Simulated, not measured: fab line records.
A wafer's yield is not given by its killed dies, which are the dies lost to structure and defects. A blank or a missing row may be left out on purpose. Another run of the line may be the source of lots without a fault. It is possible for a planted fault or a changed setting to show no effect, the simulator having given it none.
Which tool was responsible? ; flow gf180mcu ; 6 lots, 18 wafers sampled, at 2 steps of a route of 602

WHAT EACH GAUGE READ, for each wafer
GF_V3_THK_MEAS_01.
lot;measured;on;V3_CVD_00_THK (nm)
L910;day 22 03:45;film metro-02;606 606 607
L912;day 22 17:02;film metro-04;604 604 605
L918;day 24 23:09;film metro-01;601 598 603
L923;day 26 17:58;film metro-04;608 612 608
L926;day 27 07:13;film metro-02;602 601 593
L929;day 28 00:38;film metro-01;607 597 608

WHICH TOOL RAN EACH LOT (tool, then ch and the chambers of the sampled wafers, then the start)
lot;GF_V3_CVD_00
L910;hdpcvd-02 ch 0,2, day 22 03:40
L912;hdpcvd-02 ch 0,2, day 22 16:57
L918;hdpcvd-01 ch 1,2, day 24 23:05
L923;hdpcvd-02 ch 0,2, day 26 17:53
L926;hdpcvd-02 ch 0,2, day 27 07:08
L929;hdpcvd-02 ch 0,1, day 28 00:34
- GF_V3_CVD_00: deposits SiO2, target thk 600 nm, time 100 s.

THE ANSWER, worked out from the rows above alone
Rule: the usual values come from the lots themselves. The widest of any qualifying gaps counts: lots, ordered by their means at a reading, are off when they make up no more than a third of the lots, leave a main group of 4 or more, and stand apart from it by 3 or more times the standard deviation of that group's means. A main group is skipped when, at the precision printed for the reading in the tables above, its means are all equal. Also off: a lot with no number at a reading for which 4 or more lots have one. All remaining lots with rows at the step are treated as sound.
Across all readings shown, no lot is off: no conclusion can be drawn from this.

WHAT HAD BEEN PUT IN BY THE SIMULATOR
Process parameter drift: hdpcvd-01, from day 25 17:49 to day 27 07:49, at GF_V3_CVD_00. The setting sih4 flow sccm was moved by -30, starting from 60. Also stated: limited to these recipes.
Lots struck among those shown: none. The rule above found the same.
